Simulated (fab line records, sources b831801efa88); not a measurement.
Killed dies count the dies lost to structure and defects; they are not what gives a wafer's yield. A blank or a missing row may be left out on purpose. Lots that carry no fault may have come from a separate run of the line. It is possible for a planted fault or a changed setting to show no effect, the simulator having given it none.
The tool behind it: which one? / flow gf180mcu / 36 wafers from 12 lots sampled at 3 of the route's 602 steps

## WHAT THE GAUGES SHOWED, per wafer
GF_V5_THK_MEAS_03. Usual: V5_CVD_02_THK typically reads 1447 nm, with standard deviation 18.
lot=L750; measured=day 26 13:59; on=filmMetro-03; V5_CVD_02_THK (nm)=1417 1429 1469; flag=
lot=L752; measured=day 26 23:35; on=filmMetro-01; V5_CVD_02_THK (nm)=1425 1427 1436; flag=
lot=L753; measured=day 27 16:05; on=filmMetro-03; V5_CVD_02_THK (nm)=1449 1448 1467; flag=
lot=L755; measured=day 28 06:41; on=filmMetro-04; V5_CVD_02_THK (nm)=1464 1474 1461; flag=
lot=L757; measured=day 28 23:17; on=filmMetro-03; V5_CVD_02_THK (nm)=1431 1459 1456; flag=
lot=L758; measured=day 29 08:02; on=filmMetro-01; V5_CVD_02_THK (nm)=1449 1448 1476; flag=
lot=L760; measured=day 29 19:46; on=filmMetro-04; V5_CVD_02_THK (nm)=1452 1463 1460; flag=
lot=L762; measured=day 30 06:56; on=filmMetro-03; V5_CVD_02_THK (nm)=1456 1472 1489; flag=
lot=L763; measured=day 30 15:51; on=filmMetro-01; V5_CVD_02_THK (nm)=1420 1456 1475; flag=
lot=L767; measured=day 31 11:55; on=filmMetro-01; V5_CVD_02_THK (nm)=1439 1447 1448; flag=
lot=L771; measured=day 32 17:13; on=filmMetro-03; V5_CVD_02_THK (nm)=1437 1457 1483; flag=
lot=L772; measured=day 32 18:05; on=filmMetro-03; V5_CVD_02_THK (nm)=1440 1424 1437; flag=

GF_V5_CD_MEAS_14 targets a cd of 260 nm. Usual: cdNm at 259.9 nm, with a standard deviation of 1.3.
lot=L750; measured=day 27 10:05; on=cdSem-02; cdNm (nm)=256.9 257.7 258.1; flag=
lot=L752; measured=day 27 20:20; on=cdSem-02; cdNm (nm)=260.1 259.3 259.1; flag=
lot=L753; measured=day 28 12:07; on=cdSem-02; cdNm (nm)=261.2 260.5 261.6; flag=
lot=L755; measured=day 29 05:52; on=cdSem-02; cdNm (nm)=261.2 261.6 260.3; flag=
lot=L757; measured=day 29 19:14; on=cdSem-02; cdNm (nm)=261.2 261.1 261.1; flag=
lot=L758; measured=day 30 02:38; on=cdSem-02; cdNm (nm)=261.3 261.3 262.3; flag=
lot=L760; measured=day 30 14:22; on=cdSem-01; cdNm (nm)=258.8 259.4 259.8; flag=
lot=L762; measured=day 31 01:19; on=cdSem-02; cdNm (nm)=260.6 260.1 260.0; flag=
lot=L763; measured=day 31 10:05; on=cdSem-02; cdNm (nm)=258.7 257.7 259.8; flag=
lot=L767; measured=day 32 05:46; on=cdSem-01; cdNm (nm)=259.0 258.6 258.0; flag=
lot=L771; measured=day 33 09:34; on=cdSem-02; cdNm (nm)=257.2 260.0 259.0; flag=
lot=L772; measured=day 33 10:04; on=cdSem-01; cdNm (nm)=258.8 260.4 260.1; flag=

GF_V5_OVL_MEAS_15. Usual: V5_OVL typically reads -6 nm, with standard deviation 5.9.
lot=L750; measured=day 27 10:13; on=overlay-02; V5_OVL (nm)=-4 -4 -5; flag=
lot=L752; measured=day 27 20:28; on=overlay-02; V5_OVL (nm)=-14 -8 -7; flag=
lot=L753; measured=day 28 12:14; on=overlay-02; V5_OVL (nm)=-21 -14 -15; flag=
lot=L755; measured=day 29 05:59; on=overlay-02; V5_OVL (nm)=-10 -3 -7; flag=
lot=L757; measured=day 29 19:19; on=overlay-02; V5_OVL (nm)=-2 -4 2; flag=
lot=L758; measured=day 30 02:45; on=overlay-02; V5_OVL (nm)=-2 0 -3; flag=
lot=L760; measured=day 30 14:27; on=overlay-01; V5_OVL (nm)=-6 -1 -2; flag=
lot=L762; measured=day 31 01:26; on=overlay-01; V5_OVL (nm)=-8 -4 -6; flag=
lot=L763; measured=day 31 10:12; on=overlay-01; V5_OVL (nm)=-9 -5 -3; flag=
lot=L767; measured=day 32 05:52; on=overlay-02; V5_OVL (nm)=-8 -5 -3; flag=
lot=L771; measured=day 33 09:39; on=overlay-01; V5_OVL (nm)=-7 -2 -6; flag=
lot=L772; measured=day 33 10:11; on=overlay-02; V5_OVL (nm)=1 -5 -4; flag=

## EACH LOT AND THE TOOL THAT RAN IT (in order: tool; ch and the chambers of the sampled wafers; start)
Before these readings, the record contains no process step.

## AS READ BY THE TOOLS THEMSELVES (means over the sampled wafers that have a number; for cases with no such wafer, the mark the record gives instead)
The record holds no such reading with a usual standard deviation.

## THE ANSWER, worked out from the rows above alone
Rule: lot off if the mean of its wafers having a number is beyond 3 standard deviations from the usual mean. A lot without any number at a reading at which 4 lots or more have one is off too. The other lots that the step has rows for count as sound. Order of review: gauges by route order, followed by the tools' own readings, for which a lot's mean as printed above is used. At the first step where some lot is off, the reading lying furthest off is the one used; lots without a number count as furthest.
No lot is off at any reading shown: from this, nothing can be told.

## WHAT THE SIMULATOR PUT IN
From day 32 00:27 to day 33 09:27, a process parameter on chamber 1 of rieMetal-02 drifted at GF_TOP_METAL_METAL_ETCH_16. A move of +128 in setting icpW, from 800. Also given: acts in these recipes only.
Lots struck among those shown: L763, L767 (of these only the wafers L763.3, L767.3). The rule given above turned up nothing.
